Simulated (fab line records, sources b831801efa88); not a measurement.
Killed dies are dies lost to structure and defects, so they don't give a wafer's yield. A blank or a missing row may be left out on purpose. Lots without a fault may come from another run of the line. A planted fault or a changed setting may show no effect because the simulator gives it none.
Which tool did it? | flow sky130 | 7 lots, 21 wafers sampled, at 4 steps of a route of 708

WHAT THE GAUGES READ, wafer by wafer
SKY_SD_P_CD_MEAS_07: target cd 380 nm.
lot  | measured     | on        | cd_nm (nm)
L430 | day 25 17:49 | cd_sem-01 | 383.4 384.0 383.1
L434 | day 27 16:17 | cd_sem-01 | 378.1 381.5 379.2
L436 | day 28 03:44 | cd_sem-02 | 382.2 380.9 382.8
L440 | day 29 10:00 | cd_sem-01 | 379.9 379.6 380.4
L444 | day 31 07:23 | cd_sem-02 | 459.7 460.5 462.4
L446 | day 31 10:46 | cd_sem-01 | 378.5 380.5 381.7
L452 | day 33 04:26 | cd_sem-01 | 374.5 377.0 377.5

WHICH TOOL RAN EACH LOT (tool, then ch and the chambers of the sampled wafers, then the start)
lot  | SKY_LDD_LDN_STRIP_12                 | SKY_POLY_CUT_STRIP_12                | SKY_SD_P_COAT_02
L430 | plasma_asher-03 ch 0,1, day 23 05:55 | plasma_asher-01 ch 1, day 24 12:50   | litho_track-03 ch 0, day 25 03:46
L434 | plasma_asher-03 ch 0,1, day 25 04:29 | plasma_asher-03 ch 0,1, day 26 12:04 | litho_track-02 ch 0, day 27 01:27
L436 | plasma_asher-02 ch 0, day 25 16:07   | plasma_asher-04 ch 0, day 26 23:20   | litho_track-04 ch 0, day 27 13:44
L440 | plasma_asher-02 ch 0,1, day 27 00:28 | plasma_asher-04 ch 0,1, day 28 06:44 | litho_track-04 ch 0, day 28 20:46
L444 | plasma_asher-02 ch 0,1, day 28 20:46 | plasma_asher-01 ch 0,1, day 30 03:35 | litho_track-04 ch 0, day 30 17:11
L446 | plasma_asher-01 ch 0, day 29 00:58   | plasma_asher-01 ch 0,1, day 30 07:26 | litho_track-03 ch 0, day 30 21:04
L452 | plasma_asher-03 ch 0,1, day 30 19:50 | plasma_asher-01 ch 0,1, day 32 01:55 | litho_track-03 ch 0, day 32 15:02
- SKY_LDD_LDN_STRIP_12: strips in O2/N2.
- SKY_POLY_CUT_STRIP_12: strips in O2/N2.
- SKY_SD_P_COAT_02: resist thk 1140 nm.

THE ANSWER, worked out from the rows above alone
Rule: what is usual is taken from the lots themselves. Put in order of their means at a reading, lots are off if they are a third of the lots or fewer, leave a main group of 4 or more, and stand apart from it by a gap of 3 or more times the standard deviation of the main group's means; of several such gaps the widest counts. A main group whose means are all the same, to the digits that the tables above print for the reading, isn't used. A lot without any number at a reading at which 4 lots or more have one is off too. The other lots that the step has rows for count as sound.
Off: L444, at SKY_SD_P_CD_MEAS_07 (cd_nm). The main group: mean 380.3 nm, standard deviation 2.2.
A tool fits if, at a process step before that reading, it ran every lot that is off, and no sound lot after the first of them. The gauges at SKY_SD_P_CD_MEAS_07 are tried like those tools. Can't be told from this: 3 tools fit, plasma_asher-02 at SKY_LDD_LDN_STRIP_12, litho_track-04 at SKY_SD_P_COAT_02, cd_sem-02 at SKY_SD_P_CD_MEAS_07.

WHAT THE SIMULATOR HAD PUT IN
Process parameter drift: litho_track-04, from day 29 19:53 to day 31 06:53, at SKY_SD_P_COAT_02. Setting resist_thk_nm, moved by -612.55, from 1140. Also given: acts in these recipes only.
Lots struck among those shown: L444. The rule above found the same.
